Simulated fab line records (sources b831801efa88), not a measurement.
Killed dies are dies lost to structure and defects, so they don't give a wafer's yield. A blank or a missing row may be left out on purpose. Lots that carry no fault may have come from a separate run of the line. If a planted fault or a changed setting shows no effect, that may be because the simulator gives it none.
One fault through the eyes of 2 desks + flow sfqLine + every desk sees just its own numbers, and what lay behind them comes last

## DESK OF THE TOOL OWNER: krfScanner-01
The tool's own readings at SFQ_TRILAYER_M6_LITHO_EXPOSE_160 (exposes mask M6, target cd 500 nm): means of the sampled wafers that have a number, for each lot that ran on this tool. Marked OUT: a lot whose mean sits more than 4 standard deviations from the usual mean, which makes it out of limits; the brackets give that distance.
Columns: A = focusOffsetNm at SFQ_TRILAYER_M6_LITHO_EXPOSE_160, usual 0.0 nm
| lot  | first seen here | A   |
|------|-----------------|-----|
| L606 | day 71 19:51    | 0.3 |
| L607 | day 72 05:17    | 0.0 |
| L608 | day 72 08:51    | 0.3 |
| L609 | day 72 10:03    | 0.2 |
| L610 | day 72 12:27    | 0.1 |
Result from this desk: across the 5 lots, nothing is out of limits.

## FROM THE METROLOGY DESK
Means of the sampled wafers that have a number, per lot and without regard to the tool the lot ran on: this is what the gauges read. Marked OUT: a lot whose mean sits more than 4 standard deviations from the usual mean, which makes it out of limits; the brackets give that distance.
Columns: A = M6_OVL at SFQ_M6_OVL_MEAS_940, usual 4 nm
| lot  | first seen here | A             |
|------|-----------------|---------------|
| L606 | day 71 21:09    | 2             |
| L607 | day 72 06:47    | 2             |
| L608 | day 72 10:21    | 114 (+20) OUT |
| L609 | day 72 11:33    | 106 (+18) OUT |
| L610 | day 72 13:57    | 104 (+18) OUT |
| L611 | day 77 02:24    | 4             |
| L613 | day 77 16:49    | 1             |
| L620 | day 79 09:37    | 10            |
| L621 | day 79 19:38    | 1             |
| L622 | day 79 23:14    | 2             |
| L623 | day 80 00:26    | 1             |
| L624 | day 80 06:26    | 13            |
| L626 | day 80 10:08    | 6             |
| L627 | day 80 12:32    | 4             |
| L629 | day 81 08:22    | 7             |
This desk's finding: out of limits on L608, L609, L610; first on L608, day 72 10:21 (M6_OVL at SFQ_M6_OVL_MEAS_940). Within limits: L606, L607, L611, L613, L620, L621, L622, L623, L624, L626, L627, L629.

## TAKEN TOGETHER
L608, L609, L610 would have let the metrology desk raise an alarm at day 72 10:21.
Nothing out of limits was seen by the tool owner's desk.
Tool owner's desk: L608, L609, L610 on record, inside its limits.
On krfScanner-01, each named lot ran SFQ_TRILAYER_M6_LITHO_EXPOSE_160.

## WHAT THE SIMULATOR HAD INSERTED
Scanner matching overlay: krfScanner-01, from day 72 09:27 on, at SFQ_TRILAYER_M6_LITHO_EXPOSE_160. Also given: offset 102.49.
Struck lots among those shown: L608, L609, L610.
Per desk, hours elapsed from the start of the fault to the first reading out of limits: for the metrology desk, 1.
